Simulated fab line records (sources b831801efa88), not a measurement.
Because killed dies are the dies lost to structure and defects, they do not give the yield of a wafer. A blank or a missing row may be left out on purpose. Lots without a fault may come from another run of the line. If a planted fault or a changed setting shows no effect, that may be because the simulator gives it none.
fab line records	flow sky130
record: lots: 6	wafers: 18	last-day: 50
route steps=708 shown CAP2M@604 PAD_OPEN@708
lots that met no fault: taken from a fault-free run of the same line
start-h: hours from the record's first day to the start of the lot's first wafer shown	wait-h: how many hours have passed since the lot's step before this one	" unchanged from the row above	L1.1+2: a row that stands for several wafers	- no value present, or no start provided	* or withheld: withheld	< > ~ a bound
route shown NAME@n: NAME is a module with steps in the file, n the number in the route of the first one	usual: mean and standard deviation over wafers with no fault	same: alike in all rows	chamber/n: place in a boat	sites: per-site readings	_std_site: their standard deviation	_edge_site: outer sites' mean less inner sites'	radius-mm: for every site, how far away it sits from the centre of the wafer	mask NAME#n: copy n	behind: the tool/chamber that last shaped the wafer	hold: what put the lot on hold/how long, in hours/how the hold closed	device: transistor that didn't switch, given as n, p or np	end of line: tests run on the same wafers once the route is complete	where a step has no rows: the recipe by itself	killed: at the first sort, the dies lost to defects and structure; wafer yield is something else	map: the dies of a wafer, with x for killed, . for not killed, _ for no die there
set.NAME: the setting as run; set.NAME@STEP: as run at that earlier step	model.NAME: the simulator's own value behind a step, which no gauge read
a table for each step, a row for each wafer; lots at some steps of the route
services: from which hour (start-h, from the record's first day; less than 0 if before it) a tool's chamber was out of use, for how many hours, and why
== steps ==
step: SKY_CAP2M_THK_MEAS_01
recipe: reads: SiO2_of_CAP2M_CVD_00
usual: CAP2M_CVD_00_THK: 15.43/0.22
lot.wafer	tool	chamber	start-h	wait-h	CAP2M_CVD_00_THK[nm]
L529.2	film-metro-01	-	971.38	-	15.42
L529.3	"	-	"	"	15.35
L529.6	"	-	"	"	15.59
L531.3	film-metro-01	-	987.84	-	15.27
L531.5	"	-	"	"	15.47
L531.6	"	-	"	"	15.41
L533.1	film-metro-01	-	1000.24	-	15.46
L533.2	"	-	"	"	15.52
L533.6	"	-	"	"	15.83
L544.1	film-metro-03	-	1077.28	-	15.14
L544.2	"	-	"	"	15.28
L544.6	"	-	"	"	15.38
L545.2	film-metro-01	-	1079.68	-	15.20
L545.3	"	-	"	"	15.29
L545.5	"	-	"	"	15.62
L546.1	film-metro-04	-	1086.34	-	15.25
L546.3	"	-	"	"	15.39
L546.4	"	-	"	"	15.40
step: SKY_CAP2M_SPUTTER_02
recipe: material: TiN	target-thk-nm: 200	temp-c: 300	power-w: 6500	time-s: 166.7	chamber-pressure-pa: 0.4
usual: cathode-dc-power-W: 6500.0/1.2	throttle-valve-pct: 29.8/0.9
lot.wafer	tool	chamber	start-h	wait-h	cathode-dc-power-W	throttle-valve-pct
L529.2	pvd-sputter-01	-	971.43	0.0	6500.1	30.6
L529.3	"	-	"	"	6500.1	29.7
L529.6	"	-	"	"	6498.4	30.9
L531.3	pvd-sputter-02	-	987.88	0.0	6500.4	31.1
L531.5	"	-	"	"	6500.6	29.9
L531.6	"	-	"	"	6496.2	30.4
L533.1	pvd-sputter-04	-	1000.30	0.1	6502.6	30.4
L533.2	"	-	"	"	6499.5	29.0
L533.6	"	-	"	"	6500.2	29.9
L544.1	pvd-sputter-04	-	1077.34	0.1	6499.4	30.2
L544.2	"	-	"	"	6500.6	30.2
L544.6	"	-	"	"	6497.8	30.6
L545.2	pvd-sputter-01	-	1079.73	0.0	6499.6	29.6
L545.3	"	-	"	"	6498.2	29.3
L545.5	"	-	"	"	6501.5	29.2
L546.1	pvd-sputter-04	-	1086.40	0.1	6500.1	29.8
L546.3	"	-	"	"	6500.2	30.4
L546.4	"	-	"	"	6499.6	30.8
step: SKY_CAP2M_RS_MEAS_03
recipe: thk-meas-gauge: four-point-probe	reads: TiN_of_CAP2M_SPUTTER_02
usual: CAP2M_TIN_RS: 6.93/0.058
lot.wafer	tool	chamber	start-h	wait-h	CAP2M_TIN_RS[ohm/sq]
L529.2	film-metro-01	-	971.58	0.1	6.93
L529.3	"	-	"	"	6.97
L529.6	"	-	"	"	6.92
L531.3	film-metro-04	-	988.02	0.1	6.83
L531.5	"	-	"	"	6.89
L531.6	"	-	"	"	6.88
L533.1	film-metro-01	-	1000.41	0.1	6.96
L533.2	"	-	"	"	6.94
L533.6	"	-	"	"	6.92
L544.1	film-metro-01	-	1077.45	0.1	6.93
L544.2	"	-	"	"	6.89
L544.6	"	-	"	"	6.94
L545.2	film-metro-01	-	1079.86	0.1	6.90
L545.3	"	-	"	"	6.97
L545.5	"	-	"	"	7.00
L546.1	film-metro-03	-	1086.51	0.1	6.91
L546.3	"	-	"	"	6.92
L546.4	"	-	"	"	6.90
step: SKY_CAP2M_THK_MEAS_04
recipe: thk-meas-gauge: xrf	reads: TiN_of_CAP2M_SPUTTER_02
usual: CAP2M_TIN_THK: 200.8/1.9
lot.wafer	tool	chamber	start-h	wait-h	CAP2M_TIN_THK[nm]
L529.2	film-metro-01	-	971.69	0.1	201.0
L529.3	"	-	"	"	200.0
L529.6	"	-	"	"	200.9
L531.3	film-metro-04	-	988.12	0.1	203.1
L531.5	"	-	"	"	201.1
L531.6	"	-	"	"	202.0
L533.1	film-metro-01	-	1000.53	0.1	202.0
L533.2	"	-	"	"	202.4
L533.6	"	-	"	"	202.8
L544.1	film-metro-01	-	1077.57	0.1	200.4
L544.2	"	-	"	"	201.8
L544.6	"	-	"	"	200.7
L545.2	film-metro-01	-	1079.97	0.1	201.5
L545.3	"	-	"	"	200.4
L545.5	"	-	"	"	198.8
L546.1	film-metro-03	-	1086.63	0.1	201.4
L546.3	"	-	"	"	201.9
L546.4	"	-	"	"	201.4
step: SKY_CAP2M_DEHYDRATE_05
recipe: temp-c: 200	time-s: 60
step: SKY_CAP2M_HMDS_06
recipe: prime-time-s: 60	prime-temp-c: 120
step: SKY_CAP2M_COAT_07
recipe: resist: NOVOLAK	spin-rpm: 3000	resist-thk-nm: 1140
step: SKY_CAP2M_SOFTBAKE_08
recipe: temp-c: 90	time-s: 60	resist: NOVOLAK
step: SKY_CAP2M_EXPOSE_09
recipe: mask-id: CAP2M	na: 0.6	source-shape: conventional	sigma-outer: 0.6	polarization: unpolarized	target-cd-nm: 1000	dose-mj: 159
step: SKY_CAP2M_PEB_10
recipe: temp-c: withheld	time-s: *	resist: NOVOLAK
step: SKY_CAP2M_DEVELOP_11
recipe: resist: NOVOLAK	developer: TMAH	develop-time-s: 60	dev-temp-c: 23
step: SKY_CAP2M_OVL_MEAS_12
usual: CAP2M_OVL: -0.5/1.5
lot.wafer	tool	chamber	start-h	wait-h	CAP2M_OVL[nm]
L529.2	overlay-02	-	994.53	0.1	0.2
L529.3	"	-	"	"	2.9
L529.6	"	-	"	"	-0.8
L531.3	overlay-02	-	1011.04	0.1	-0.9
L531.5	"	-	"	"	0.0
L531.6	"	-	"	"	-2.1
L533.1	overlay-02	-	1024.03	0.1	0.1
L533.2	"	-	"	"	1.5
L533.6	"	-	"	"	3.3
L544.1	overlay-02	-	1097.63	0.1	-1.5
L544.2	"	-	"	"	-2.6
L544.6	"	-	"	"	-1.5
L545.2	overlay-02	-	1099.49	0.1	-2.0
L545.3	"	-	"	"	0.4
L545.5	"	-	"	"	0.2
L546.1	overlay-01	-	1106.33	0.1	0.0
L546.3	"	-	"	"	-1.4
L546.4	"	-	"	"	-1.6
step: SKY_CAP2M_METAL_ETCH_13
recipe: target-depth-nm: 220	stop-on: SiO2	chemistry: Cl2/BCl3	target: TiN	pressure-mtorr: 10	icp-w: 900	bias-w: 48.5	Cl2_flow_sccm: 60	bcl3-flow-sccm: 30	time-s: 62.9
usual: drypump-motor-current-A: 5.7/0.37	oes-product-au: 0.940/0.0063	rf-fwd-power-W: 893/3.5	throttle-valve-pct: 21.902/0.0096
lot.wafer	tool	chamber	start-h	wait-h	drypump-motor-current-A	oes-product-au	rf-fwd-power-W	rf-hours-counter-h	throttle-valve-pct	model.NOVOLAK_of_CAP2M_COAT_07.thk-nm	model.CAP2M.feature-depth-nm	model.etch.depth-nm
L529.2	rie-metal-01	1	994.56	0.0	5.8	0.944	892	13	21.900	996.7	199.6	199.6
L529.3	"	1	"	"	5.8	0.931	894	-	21.900	998.9	198.5	198.5
L529.6	"	1	"	"	5.8	0.941	895	-	21.912	994.3	199.7	199.7
L531.3	rie-metal-01	1	1011.09	0.0	5.8	0.938	897	-	21.895	996.2	201.9	201.9
L531.5	"	0	"	"	5.6	0.934	889	-	21.899	997.4	200.8	200.8
L531.6	"	1	"	"	5.8	0.945	900	-	21.906	998.5	200.8	200.8
L533.1	rie-metal-03	0	1024.06	0.0	6.1	0.936	892	16	21.887	994.1	199	199
L533.2	"	1	"	"	5.0	0.941	898	14	21.892	993.2	199.5	199.5
L533.6	"	0	"	"	6.1	0.939	891	-	21.911	991	200.2	200.2
L544.1	rie-metal-03	0	1097.66	0.0	6.1	0.930	895	21	21.902	992.4	199.6	199.6
L544.2	"	1	"	"	5.0	0.920	752	20	21.926	1017	188.1	188.1
L544.6	"	1	"	"	5.0	0.912	752	-	21.927	1016	187.3	187.3
L545.2	rie-metal-03	1	1099.52	0.0	5.0	0.909	750	20	21.916	1019	186.1	186.1
L545.3	"	0	"	"	6.1	0.935	897	-	21.902	996.2	198.4	198.4
L545.5	"	1	"	"	5.0	0.909	753	-	21.916	1019	185.8	185.8
L546.1	rie-metal-04	0	1106.36	0.0	6.0	0.952	885	20	21.915	990.4	200.4	200.4
L546.3	"	1	"	"	5.9	0.946	894	-	21.901	992.2	200.3	200.3
L546.4	"	0	"	"	6.0	0.938	893	-	21.889	993.4	200.7	200.7
step: SKY_CAP2M_STRIP_14
recipe: chemistry: O2/N2	power-w: 1400	pressure-mtorr: 1500	platen-temp-c: withheld	o2-flow-sccm: 3000	n2-flow-sccm: 300	overash-fraction: 0.5
usual: drypump-motor-current-A: 5.8/0.39	n2-flow-sccm: 299.8/0.9	oes-product-au: 0.710/0.0045	strip-time-to-endpoint-s: 12.67/0.04
lot.wafer	tool	chamber	start-h	wait-h	drypump-motor-current-A	n2-flow-sccm	oes-product-au	rf-hours-counter-h	strip-time-to-endpoint-s
L529.2	plasma-asher-01	0	994.64	0.1	5.0	300.1	0.707	56	12.68
L529.3	"	0	"	"	5.0	300.0	0.713	-	12.70
L529.6	"	1	"	"	5.9	299.0	0.716	-	12.67
L531.3	plasma-asher-04	1	1011.17	0.1	6.1	298.9	0.710	-	12.68
L531.5	"	1	"	"	6.1	298.5	0.705	-	12.69
L531.6	"	0	"	"	6.2	298.5	0.706	-	12.71
L533.1	plasma-asher-02	1	1024.14	0.1	5.7	299.6	0.701	29	12.68
L533.2	"	0	"	"	6.1	299.8	0.714	29	12.64
L533.6	"	0	"	"	6.1	298.9	0.713	-	12.62
L544.1	plasma-asher-01	0	1097.74	0.1	5.0	299.4	0.713	67	12.66
L544.2	"	1	"	"	5.8	300.9	0.709	67	12.86
L544.6	"	1	"	"	5.9	300.8	0.708	-	12.86
L545.2	plasma-asher-01	0	1099.60	0.1	5.0	298.1	0.710	67	12.88
L545.3	"	1	"	"	5.8	299.6	0.716	-	12.69
L545.5	"	1	"	"	5.9	300.9	0.718	-	12.87
L546.1	plasma-asher-02	1	1106.44	0.1	5.7	300.0	0.712	37	12.62
L546.3	"	0	"	"	6.1	299.5	0.713	-	12.64
L546.4	"	1	"	"	5.7	300.6	0.704	-	12.66
step: SKY_CAP2M_STRIP_15
recipe: chemistry: post-etch-residue-remover	time-s: 1200	temp-c: 72.5
step: SKY_PAD_OPEN_PROBE_99
usual: defect-limited-yield: 82.4/1.8	killed_at_M0_to_M3: 44/7.2	killed_at_M4_up: 3.5/1.8	killed-at-contacts: 25/5.1	killed-at-front-end: 14/4.4	killed-at-other: 0.4/0.58	killed-dies: 87/9.1	killed-on-rim: 17/3.9	killed-open: 48/6.9	killed-short: 38/6.3
same: gross-dies: 492	killed-at-back-side: 0
lot.wafer	tool	chamber	start-h	wait-h	defect-limited-yield[%]	killed_at_M0_to_M3	killed_at_M4_up	killed-at-contacts	killed-at-front-end	killed-at-other	killed-dies	killed-on-rim	killed-open	killed-short	model.etest.tester.sort-n-pass	model.etest.met4.line-ohm-um	model.etest.via4-chain.rc-ohm	model.etest.met4.rs-ohm-sq	model.etest.tester.sort-yield-pct	model.etest.tester.sort_bin_4_pct	model.etest.met4.rs-ohm-sq-rim-less-centre	model.etest.pfet_01v8.under-floor
L529.2	prober-02	-	1111.49	0.1	79.3	50	3	28	21	0	102	19	56	46	390	0.1409	0.7724	0.0429	79.27	0	0.0003678	0
L529.3	prober-02	-	1111.54	0.2	81.5	54	2	25	10	0	91	19	49	42	401	0.1389	0.7897	0.04231	81.5	0	0.001422	0
L529.6	prober-02	-	1111.69	0.2	82.1	51	3	22	11	1	88	20	47	40	404	0.1421	0.784	0.04272	82.11	0	0.0005797	0
L531.3	prober-02	-	1124.80	0.2	83.5	35	3	28	15	0	81	15	53	28	411	0.1388	0.7896	0.04285	83.54	0	1.782e-05	0
L531.5	prober-02	-	1124.90	0.2	83.1	44	2	21	16	0	83	12	37	46	409	0.1418	0.7983	0.04284	83.13	0	-0.0005217	0
L531.6	prober-02	-	1124.95	0.2	80.5	49	6	30	11	0	96	16	45	51	396	0.1411	0.8004	0.04276	80.49	0	0.0008312	0
L533.1	prober-02	-	1136.51	0.1	81.9	53	2	24	10	0	89	17	48	41	403	0.1443	0.791	0.04293	81.91	0	-0.0001228	0
L533.2	prober-02	-	1136.56	0.1	83.1	44	4	20	14	1	83	15	42	41	409	0.148	0.789	0.04358	83.13	0	0.0007501	0
L533.6	prober-02	-	1136.76	0.2	84.1	34	5	25	14	0	78	15	36	41	414	0.1416	0.7919	0.04258	84.15	0	9.864e-05	0
L544.1	prober-02	-	1194.65	0.1	83.5	45	3	22	11	0	81	20	45	36	411	0.1448	0.8111	0.0432	83.54	0	7.121e-05	0
L544.2	prober-02	-	1194.70	0.1	82.9	46	4	24	10	0	84	15	53	31	0	307.1	233.4	92.81	0	82.38	14.28	1
L544.6	prober-02	-	1194.90	0.2	84.6	24	5	27	18	2	76	16	45	31	0	327.6	238.3	99.26	0	83.8	-13.65	1
L545.2	prober-01	-	1195.91	0.1	79.7	56	7	26	11	0	100	21	51	49	0	285.9	199.9	84.41	0	78.97	1.052	1
L545.3	prober-01	-	1195.96	0.2	78.7	61	2	30	12	0	105	24	59	46	387	0.1417	0.8124	0.04257	78.66	0	-0.0002539	0
L545.5	prober-01	-	1196.06	0.2	81.1	47	3	25	18	0	93	21	63	30	0	326.7	251.9	97.18	0	80.15	-18.69	1
L546.1	prober-02	-	1200.66	0.1	79.1	55	3	26	19	0	103	19	58	45	389	0.1446	0.8076	0.04304	79.06	0	0.0002548	0
L546.3	prober-02	-	1200.76	0.2	80.7	37	6	32	20	0	95	19	60	35	397	0.1449	0.8118	0.04294	80.69	0	0.0001087	0
L546.4	prober-02	-	1200.81	0.2	81.7	53	3	23	11	0	90	14	52	38	402	0.14	0.7864	0.0422	81.71	0	-0.0007407	0
killed by level:class
L529.2 CONTACT:geometric-particle:open=11 VIA1:geometric-particle:open=10 FIELD_ISO:geometric-particle:open=9 VIA3:geometric-particle:open=7 POLY_GATE:geometric-particle:open=7 METAL2:geometric-particle:short=7 METAL1:geometric-particle:short=7 CONTACT:geometric-particle:short=6
L529.3 CONTACT:geometric-particle:open=9 METAL1:geometric-particle:short=9 LI_CONTACT:geometric-particle:open=8 VIA3:geometric-particle:open=8 VIA1:geometric-particle:open=8 VIA2:geometric-particle:open=6 FIELD_ISO:geometric-particle:short=5 CONTACT:geometric-particle:short=5
L529.6 VIA1:geometric-particle:open=14 CONTACT:geometric-particle:open=11 VIA1:geometric-particle:short=9 VIA2:geometric-particle:short=6 METAL1:geometric-particle:short=5 VIA3:geometric-particle:open=4 VIA2:geometric-particle:open=4 LI_CONTACT:geometric-particle:short=3
L531.3 CONTACT:geometric-particle:open=14 LI_CONTACT:geometric-particle:open=8 VIA1:geometric-particle:open=6 VIA2:geometric-particle:open=6 VIA1:geometric-particle:short=5 POLY_GATE:geometric-particle:short=4 POLY_GATE:geometric-particle:open=4 LOCAL_INTERCONNECT:geometric-particle:short=4
L531.5 CONTACT:geometric-particle:open=8 FIELD_ISO:geometric-particle:open=6 VIA1:geometric-particle:open=6 VIA2:geometric-particle:open=6 VIA2:geometric-particle:short=6 POLY_GATE:geometric-particle:short=5 LOCAL_INTERCONNECT:geometric-particle:short=5 VIA3:geometric-particle:short=5
L531.6 CONTACT:geometric-particle:open=11 VIA1:geometric-particle:open=9 VIA2:geometric-particle:open=8 VIA1:geometric-particle:short=7 METAL1:geometric-particle:short=6 VIA3:geometric-particle:open=6 METAL4:geometric-particle:short=6 LOCAL_INTERCONNECT:geometric-particle:short=5
L533.1 VIA1:geometric-particle:open=13 LI_CONTACT:geometric-particle:open=7 CONTACT:geometric-particle:open=7 VIA3:geometric-particle:open=6 VIA3:geometric-particle:short=6 LI_CONTACT:geometric-particle:short=5 VIA1:geometric-particle:short=5 METAL2:geometric-particle:short=5
L533.2 VIA1:geometric-particle:open=12 VIA1:geometric-particle:short=10 CONTACT:geometric-particle:open=8 VIA2:geometric-particle:open=6 LI_CONTACT:geometric-particle:open=5 VIA2:geometric-particle:short=5 FIELD_ISO:geometric-particle:open=4 POLY_GATE:geometric-particle:short=4
L533.6 LI_CONTACT:geometric-particle:open=8 VIA1:geometric-particle:open=8 CONTACT:geometric-particle:open=7 METAL3:geometric-particle:short=5 LI_CONTACT:geometric-particle:short=4 VIA2:geometric-particle:open=4 FIELD_ISO:geometric-particle:short=3 POLY_GATE:geometric-particle:open=3
L544.1 VIA1:geometric-particle:open=11 VIA2:geometric-particle:open=8 CONTACT:geometric-particle:open=8 METAL1:geometric-particle:short=8 LI_CONTACT:geometric-particle:open=7 VIA3:geometric-particle:open=5 METAL2:geometric-particle:short=4 VIA2:geometric-particle:short=4
L544.2 VIA1:geometric-particle:open=14 LI_CONTACT:geometric-particle:open=13 VIA1:geometric-particle:short=8 CONTACT:geometric-particle:open=7 METAL2:geometric-particle:short=6 VIA2:geometric-particle:open=5 VIA3:geometric-particle:open=5 FIELD_ISO:geometric-particle:short=4
L544.6 CONTACT:geometric-particle:open=10 FIELD_ISO:geometric-particle:short=9 LI_CONTACT:geometric-particle:open=8 VIA1:geometric-particle:open=5 VIA2:geometric-particle:open=5 CONTACT:geometric-particle:short=4 POLY_GATE:geometric-particle:open=3 METAL2:geometric-particle:short=3
L545.2 VIA1:geometric-particle:open=15 CONTACT:geometric-particle:open=9 LI_CONTACT:geometric-particle:open=8 VIA1:geometric-particle:short=8 VIA3:geometric-particle:open=8 LOCAL_INTERCONNECT:geometric-particle:short=7 METAL4:geometric-particle:short=6 VIA2:geometric-particle:short=5
L545.3 VIA1:geometric-particle:open=17 CONTACT:geometric-particle:open=12 VIA2:geometric-particle:open=10 METAL2:geometric-particle:short=7 LI_CONTACT:geometric-particle:open=6 VIA2:geometric-particle:short=6 LI_CONTACT:geometric-particle:short=5 CONTACT:geometric-particle:short=5
L545.5 CONTACT:geometric-particle:open=13 VIA1:geometric-particle:open=13 VIA3:geometric-particle:open=8 LI_CONTACT:geometric-particle:open=7 FIELD_ISO:geometric-particle:open=6 POLY_GATE:geometric-particle:open=5 POLY_GATE:geometric-particle:short=4 VIA1:geometric-particle:short=4
L546.1 VIA1:geometric-particle:open=21 CONTACT:geometric-particle:open=9 CONTACT:geometric-particle:short=9 VIA2:geometric-particle:open=8 METAL2:geometric-particle:short=8 POLY_GATE:geometric-particle:short=7 VIA3:geometric-particle:open=6 POLY_GATE:geometric-particle:open=5
L546.3 VIA1:geometric-particle:open=12 CONTACT:geometric-particle:open=12 LI_CONTACT:geometric-particle:open=9 FIELD_ISO:geometric-particle:open=8 VIA2:geometric-particle:open=5 FIELD_ISO:geometric-particle:short=4 POLY_GATE:geometric-particle:open=4 VIA1:geometric-particle:short=4
L546.4 VIA1:geometric-particle:open=16 VIA2:geometric-particle:open=8 VIA3:geometric-particle:open=8 CONTACT:geometric-particle:short=6 CONTACT:geometric-particle:open=6 LI_CONTACT:geometric-particle:open=5 METAL2:geometric-particle:short=5 VIA2:geometric-particle:short=5
== services ==
tool	chamber	start-h	hours	kind
plasma-asher-04	-	956.48	2.5	repair
pvd-sputter-01	2	960.12	-	consumable-replace:kit
pvd-sputter-01	2	960.12	18.0	scheduled-down
pvd-sputter-01	2	960.12	18.0	vent-cycle
pvd-sputter-02	-	991.31	4.6	repair
pvd-sputter-02	1	1000.22	-	consumable-replace:kit
pvd-sputter-02	1	1000.22	18.0	scheduled-down
rie-metal-04	-	1010.11	2.8	pm
pvd-sputter-04	1	1011.21	-	consumable-replace:kit
pvd-sputter-04	1	1011.21	18.0	scheduled-down
pvd-sputter-04	1	1011.21	18.0	vent-cycle
pvd-sputter-04	-	1011.24	4.4	repair
plasma-asher-04	-	1013.99	21.8	repair
rie-metal-01	-	1016.30	2.8	pm
pvd-sputter-04	-	1016.66	0.5	repair
rie-metal-04	-	1020.34	15.6	pm
pvd-sputter-02	-	1044.55	0.5	repair
plasma-asher-04	-	1055.25	9.0	pm
pvd-sputter-01	-	1056.92	4.1	repair
pvd-sputter-01	1	1087.36	-	consumable-replace:kit
pvd-sputter-01	1	1087.36	18.0	scheduled-down
pvd-sputter-01	1	1087.36	18.0	vent-cycle
plasma-asher-02	-	1102.10	2.7	repair
pvd-sputter-04	-	1103.35	14.7	repair
== key ==
first-sign: step: SKY_CAP2M_METAL_ETCH_13	reading: rf-fwd-power-W	direction: down	sigmas: 41	usual: 893	struck: 752
effect: step: SKY_CAP2M_METAL_ETCH_13	reading: oes-product-au	direction: down	sigmas: 4.5	usual: 0.940	struck: 0.912
effect: step: SKY_CAP2M_STRIP_14	reading: strip-time-to-endpoint-s	direction: up	sigmas: 4.9	usual: *	struck: *
model-effect: step: SKY_CAP2M_METAL_ETCH_13	value: NOVOLAK_of_CAP2M_COAT_07.thk-nm	without: 997.9	struck: 1018
model-effect: step: SKY_PAD_OPEN_PROBE_99	value: etest.tester.sort-n-pass	without: 403.8	struck: 0
met-at SKY_CAP2M_METAL_ETCH_13
struck-wafers L544.2,L544.6,L545.2,L545.5
onset-between 1024.06 1097.66
fault: kind: process-parameter-drift	tool: rie-metal-03	chamber: 1	onset-h: 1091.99	steps: SKY_CAP2M_METAL_ETCH_13	channel: icp-w	offset: -144	shape: step	end-h: 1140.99	acts-in: these-recipes-only	stated: 900
